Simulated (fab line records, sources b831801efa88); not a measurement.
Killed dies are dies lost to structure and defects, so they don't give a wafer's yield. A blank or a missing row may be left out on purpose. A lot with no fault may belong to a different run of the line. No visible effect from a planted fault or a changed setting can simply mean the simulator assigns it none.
Which of the tools did it?    flow gf180mcu    6 lots, 18 wafers sampled, at 3 steps of a route of 602

== WHAT THE GAUGES SHOWED, per wafer ==
GF_PSD_RS_MEAS_14: uses a four-point probe to measure.
lot   measured      on             NSD_RS (ohm/sq)
L834  day 15 23:07  film_metro-02  43.07 43.09 43.16 43.20 43.04 43.09
L842  day 18 23:59  film_metro-01  46.29 46.19 46.18
L844  day 19 15:09  film_metro-04  46.20 46.10 46.18
L846  day 20 23:10  film_metro-02  46.18 46.37 46.21
L848  day 21 10:42  film_metro-04  46.24 46.21 46.25
L849  day 22 05:57  film_metro-02  46.02 46.10 46.01

== WHICH TOOL RAN EACH LOT (tool, then ch and the chambers of the sampled wafers, then the start) ==
lot   GF_HV_LDD_STRIP_37                    GF_PSD_RTA_13
L834  plasma_asher-03 ch 0, day 13 03:46    rtp_anneal-01 ch 0, day 15 23:02
L842  plasma_asher-03 ch 0,1, day 15 22:24  rtp_anneal-01 ch 0, day 18 23:55
L844  plasma_asher-03 ch 0,1, day 16 14:14  rtp_anneal-02 ch 0, day 19 15:03
L846  plasma_asher-03 ch 0,1, day 17 20:08  rtp_anneal-01 ch 0, day 20 23:05
L848  plasma_asher-03 ch 0,1, day 18 06:49  rtp_anneal-01 ch 0, day 21 10:37
L849  plasma_asher-02 ch 0,1, day 19 01:24  rtp_anneal-02 ch 0, day 22 05:52
- GF_HV_LDD_STRIP_37: strips in O2/N2.
- GF_PSD_RTA_13: time 20 s.

== THE ANSWER, worked out from the rows above alone ==
Rule: what is usual is taken from the lots themselves. Put in order of their means at a reading, lots are off if they are a third of the lots or fewer, leave a main group of 4 or more, and stand apart from it by a gap of 3 or more times the standard deviation of the main group's means; of several such gaps the widest counts. Not used: any main group whose means are identical at the precision the tables above print for the reading. Also off: a lot with no number at a reading for which 4 or more lots have one. The other lots that the step has rows for count as sound.
Off: L834, at GF_PSD_RS_MEAS_14 (NSD_RS). For the main group the mean is 46.18 ohm/sq and the standard deviation 0.076.
A tool fits if, at a process step before that reading, it ran every lot that is off, and no sound lot after the first of them. Those tools and the gauges at GF_PSD_RS_MEAS_14 are tried in the same way. Not one of the candidates tried fits.

== WHAT THE SIMULATOR HAD INSERTED ==
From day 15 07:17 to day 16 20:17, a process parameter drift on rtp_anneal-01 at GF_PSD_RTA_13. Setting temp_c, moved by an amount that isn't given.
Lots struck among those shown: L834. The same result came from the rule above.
